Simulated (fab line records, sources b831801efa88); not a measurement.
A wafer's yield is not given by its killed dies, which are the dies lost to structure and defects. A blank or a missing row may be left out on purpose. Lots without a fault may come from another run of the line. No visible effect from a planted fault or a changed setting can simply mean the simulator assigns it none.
A lot that was struck, set against a sound lot	flow sky130	15 steps out of a route of 708
Sound: the wafers L783.3, L783.5, L783.6. The struck wafers were L790.3, L790.4, L790.6. The cause comes at the end.
At each step with rows: each side's tool, then ch and its chambers, then its first start. Under that, the readings that differ: sound wafers	struck wafers	difference of the means	sigmas: that difference in standard deviations of wafers without a fault.
alike: readings with means less than 2 such deviations apart, plus words and numbers identical on both sides. not compared: withheld readings, readings lacking a value on some wafer, bounds such as >300 that could conceal the same value, and numbers that have no deviation in the record and whose values overlap.
The two part at a step that has a row with sigmas, a row that says differs or no value, or rows on one side only. Numbers that don't overlap but have no deviation are shown without sigmas and don't part them. A reading missing from all wafers of one side parts the sides only when that side holds two or more wafers.

SKY_VIA2_ETCH_15: etches SiO2 in C4F8/O2/Ar, stops on TiN, target depth 546 nm, time 84 s.
  sound on rie diel-01 ch 1,2, day 38 02:28; struck on rie diel-02 ch 0,1,3, day 40 09:35
  alike: oes product au
  not compared: rf hours counter h
SKY_VIA2_STRIP_16: strips in O2/N2.
  sound on plasma asher-02 ch 0,1, day 38 02:34; struck on plasma asher-02 ch 0,1, day 40 09:41
  alike: drypump motor current A, oes product au, strip time to endpoint s
  not compared: rf hours counter h
then, 4 steps without rows for these wafers: SKY_VIA2_STRIP_17 (strips in post etch residue remover, time 1200 s); SKY_VIA2_CLEAN_18 (cleans in IPA, time 180 s); SKY_VIA2_CLEAN_19 (cleans in O3/DIW); SKY_VIA2_SPUTTER_20 (material TiN, target thk 20 nm, time 80 s).
SKY_VIA2_CVD_21: deposits W, target thk 420 nm, time 126.4 s.
  sound on cvd w-02 ch 0,1, day 38 03:14; struck on cvd w-02 ch 0,1, day 40 10:22
  alike: heater power w
SKY_VIA2_RS_MEAS_22: measures by four-point-probe.
  struck on film metro-04, day 40 10:29; sound on film metro-04, day 38 03:22
  alike: VIA2_W_RS
SKY_VIA2_THK_MEAS_23: measures by xrf.
  struck on film metro-04, day 40 10:35; sound on film metro-04, day 38 03:28
  alike: VIA2_W_THK
SKY_VIA2_CMP_24: polishes, stops on SiO2, t overpolish 20 s, target thk 0 nm.
  sound on cmp-01 ch 2,3, day 38 03:33; struck on cmp-01 ch 0,1,2, day 40 10:47
  alike: motor current A, overpolish run s, platen rpm, retaining ring pressure frac, slurry flow ml min, time to endpoint s
then, 2 steps without rows for these wafers: SKY_METAL3_SPUTTER_00 (material Ti, target thk 15 nm, time 10 s); SKY_METAL3_SPUTTER_01 (material TiN, target thk 20 nm, time 16.7 s).
SKY_METAL3_SPUTTER_02: material AlCu, target thk 735 nm, time 39.1 s.
  struck on pvd sputter-02, day 40 11:02; sound on pvd sputter-04, day 38 03:51
  no value came back on the struck wafers for cathode dc power W (W), chamber pressure pa (Pa), throttle valve pct (%); on the sound wafers cathode dc power W (W) reads 10600 10599 10600
SKY_METAL3_SPUTTER_03: material Ti, target thk 5 nm, time 3.3 s.
  struck on pvd sputter-02, day 40 11:04; sound on pvd sputter-04, day 38 03:53
  alike: cathode dc power W, chamber pressure pa, throttle valve pct
-- the record jumps here: 9 days lie between the struck wafers' starts before and after (it left off in module METAL3 and takes up again in module PAD_OPEN, whose first step shown is number 708 of the route) --
SKY_PAD_OPEN_PROBE_99:
  struck on prober-02, day 49 07:38; sound on prober-01, day 47 06:14
reading	sound	struck	difference	sigmas
hold	- - -	await dispo/3.7h/release await dispo/3.7h/release await dispo/3.7h/release	no value on the sound wafers	
defect limited yield (%)	81.5 83.1 84.1	0 0 0	-83	-41
killed_at_M0_to_M3	36 30 44	445 444 443	+407	+60
killed dies	91 83 78	492 492 492	+408	+42
killed on rim	19 18 25	96 96 96	+75	+18
sort_bin_5_function (%)	11.0 9.1 11.2	92.1 91.3 91.9	+81.3	+58
sort n pass	401 409 414	0 0 0	-408	-42
sort yield pct (%)	81.5 83.1 84.1	0 0 0	-83	-41
  alike: killed_at_M4_up, killed at contacts, killed at front end, killed at other, killed open, killed short, sort_bin_3_pad_short, sort_bin_6_memory

## WHERE THEY PART
Last at SKY_PAD_OPEN_PROBE_99 as far as this record goes, first at SKY_METAL3_SPUTTER_02.

WHY: the cause the simulator had injected
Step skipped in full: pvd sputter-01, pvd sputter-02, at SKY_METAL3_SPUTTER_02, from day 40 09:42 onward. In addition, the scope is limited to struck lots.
